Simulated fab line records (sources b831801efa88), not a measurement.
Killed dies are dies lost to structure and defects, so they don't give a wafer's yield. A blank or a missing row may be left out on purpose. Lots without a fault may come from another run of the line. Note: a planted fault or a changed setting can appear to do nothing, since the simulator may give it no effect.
Lot-split experiment :: flow sky130 :: 23 wafers read across 5 lots, on a route 708 steps long

== SPLIT DETAILS ==
At SKY_LDD_N_IMPLANT_09, the setting energy-kev was moved away from the recipe's 20 on 8 of the 23 wafers read, by -5.4% to +3.6%. The other wafers ran this setting at the recipe's value.

Reading taken at the split's own step.

== THE READING ==
The simulator's own value implant.drp-nm, read by no gauge, in nm at SKY_LDD_N_IMPLANT_09. No usual value for it is given in the file.

wafer: L074.1
tool, chamber at the split: implanter-01, 0
energy-kev as run: 20
against the recipe: recipe
implant.drp-nm, nm: 7.212
against lot-mates on the recipe: -

wafer: L074.2
tool, chamber at the split: implanter-01, 0
energy-kev as run: 20
against the recipe: recipe
implant.drp-nm, nm: 7.212
against lot-mates on the recipe: -

wafer: L074.3
tool, chamber at the split: implanter-01, 0
energy-kev as run: 20
against the recipe: recipe
implant.drp-nm, nm: 7.212
against lot-mates on the recipe: -

wafer: L074.5
tool, chamber at the split: implanter-01, 0
energy-kev as run: 20
against the recipe: recipe
implant.drp-nm, nm: 7.212
against lot-mates on the recipe: -

wafer: L074.6
tool, chamber at the split: implanter-01, 0
energy-kev as run: 20
against the recipe: recipe
implant.drp-nm, nm: 7.212
against lot-mates on the recipe: -

wafer: L076.1
tool, chamber at the split: implanter-01, 0
energy-kev as run: 20
against the recipe: recipe
implant.drp-nm, nm: 7.212
against lot-mates on the recipe: -

wafer: L076.2
tool, chamber at the split: implanter-01, 0
energy-kev as run: 20
against the recipe: recipe
implant.drp-nm, nm: 7.212
against lot-mates on the recipe: -

wafer: L076.5
tool, chamber at the split: implanter-01, 0
energy-kev as run: 20
against the recipe: recipe
implant.drp-nm, nm: 7.212
against lot-mates on the recipe: -

wafer: L080.2
tool, chamber at the split: implanter-03, 0
energy-kev as run: 20.72
against the recipe: +3.6%
implant.drp-nm, nm: 7.391
against lot-mates on the recipe: +0.179

wafer: L080.3
tool, chamber at the split: implanter-03, 0
energy-kev as run: 20.72
against the recipe: +3.6%
implant.drp-nm, nm: 7.391
against lot-mates on the recipe: +0.179

wafer: L080.5
tool, chamber at the split: implanter-03, 0
energy-kev as run: 20.72
against the recipe: +3.6%
implant.drp-nm, nm: 7.391
against lot-mates on the recipe: +0.179

wafer: L080.4
tool, chamber at the split: implanter-03, 0
energy-kev as run: 20
against the recipe: recipe
implant.drp-nm, nm: 7.212
against lot-mates on the recipe: -

wafer: L080.6
tool, chamber at the split: implanter-03, 0
energy-kev as run: 20
against the recipe: recipe
implant.drp-nm, nm: 7.212
against lot-mates on the recipe: -

wafer: L079.1
tool, chamber at the split: implanter-03, 0
energy-kev as run: 18.92
against the recipe: -5.4%
implant.drp-nm, nm: 6.941
against lot-mates on the recipe: -0.271

wafer: L079.3
tool, chamber at the split: implanter-03, 0
energy-kev as run: 18.92
against the recipe: -5.4%
implant.drp-nm, nm: 6.941
against lot-mates on the recipe: -0.271

wafer: L079.4
tool, chamber at the split: implanter-03, 0
energy-kev as run: 18.92
against the recipe: -5.4%
implant.drp-nm, nm: 6.941
against lot-mates on the recipe: -0.271

wafer: L079.2
tool, chamber at the split: implanter-03, 0
energy-kev as run: 20
against the recipe: recipe
implant.drp-nm, nm: 7.212
against lot-mates on the recipe: -

wafer: L079.5
tool, chamber at the split: implanter-03, 0
energy-kev as run: 20
against the recipe: recipe
implant.drp-nm, nm: 7.212
against lot-mates on the recipe: -

wafer: L083.1
tool, chamber at the split: implanter-03, 0
energy-kev as run: 19.16
against the recipe: -4.2%
implant.drp-nm, nm: 7.001
against lot-mates on the recipe: -0.211

wafer: L083.3
tool, chamber at the split: implanter-03, 0
energy-kev as run: 19.16
against the recipe: -4.2%
implant.drp-nm, nm: 7.001
against lot-mates on the recipe: -0.211

wafer: L083.2
tool, chamber at the split: implanter-03, 0
energy-kev as run: 20
against the recipe: recipe
implant.drp-nm, nm: 7.212
against lot-mates on the recipe: -

wafer: L083.5
tool, chamber at the split: implanter-03, 0
energy-kev as run: 20
against the recipe: recipe
implant.drp-nm, nm: 7.212
against lot-mates on the recipe: -

wafer: L083.6
tool, chamber at the split: implanter-03, 0
energy-kev as run: 20
against the recipe: recipe
implant.drp-nm, nm: 7.212
against lot-mates on the recipe: -

FIT RESULTS
A straight line over all 23 wafers: implant.drp-nm changes by +0.0501 nm for each +1% of energy-kev; r = +1.00; the points scatter about the line by 0.00047 nm.
The same after taking each lot's own level away (the mean of its wafers on the recipe; 23 wafers): +0.0501 nm for each +1%; r = +1.00; scatter 0.00047 nm.
The reading moves by 0.27 nm for the largest change in energy-kev, on that fit.
The lots' own levels span 7.2120 to 7.2120 nm.
So the lot-to-lot level changes the slope little: the two slopes agree.
Check: for one of the wafers moved furthest among these (-5.4%), held out of the fit, the line's prediction against its lot-mates is -0.271 nm. Against them it came out at -0.271 nm.

== ADDITIONAL SPLITS CARRIED BY THESE WAFERS ==
These wafers also went through other splits before the reading. Each is held against what the fit with the lots' levels taken away leaves over:
other split on the same wafers: SKY_RES_PROTECT_EXPOSE_04 dose-mj
wafers away from the commonest value: 5
r with implant.drp-nm (lot level and that fit taken away): +0.21

other split on the same wafers: SKY_LDD_N_COAT_02 spin-rpm
wafers away from the commonest value: 4
r with implant.drp-nm (lot level and that fit taken away): -0.01

== THE WHOLE CHAIN: every reading that the file lists as answering this split, in the file's order ==
step: SKY_LDD_N_IMPLANT_09
what it does: 
reading: implant.rp-nm (the simulator's own value, which no gauge read)
change (the file's fit): +0.116 nm for each +1% of the setting
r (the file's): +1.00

step: SKY_LDD_N_IMPLANT_09
what it does: 
reading: implant.drp-nm (the simulator's own value, which no gauge read)
change (the file's fit): +0.0501 nm for each +1% of the setting
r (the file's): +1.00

== FILE'S OWN FIT ==
implant.drp-nm changes by +0.0501 nm for each +1% of energy-kev, r = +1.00.
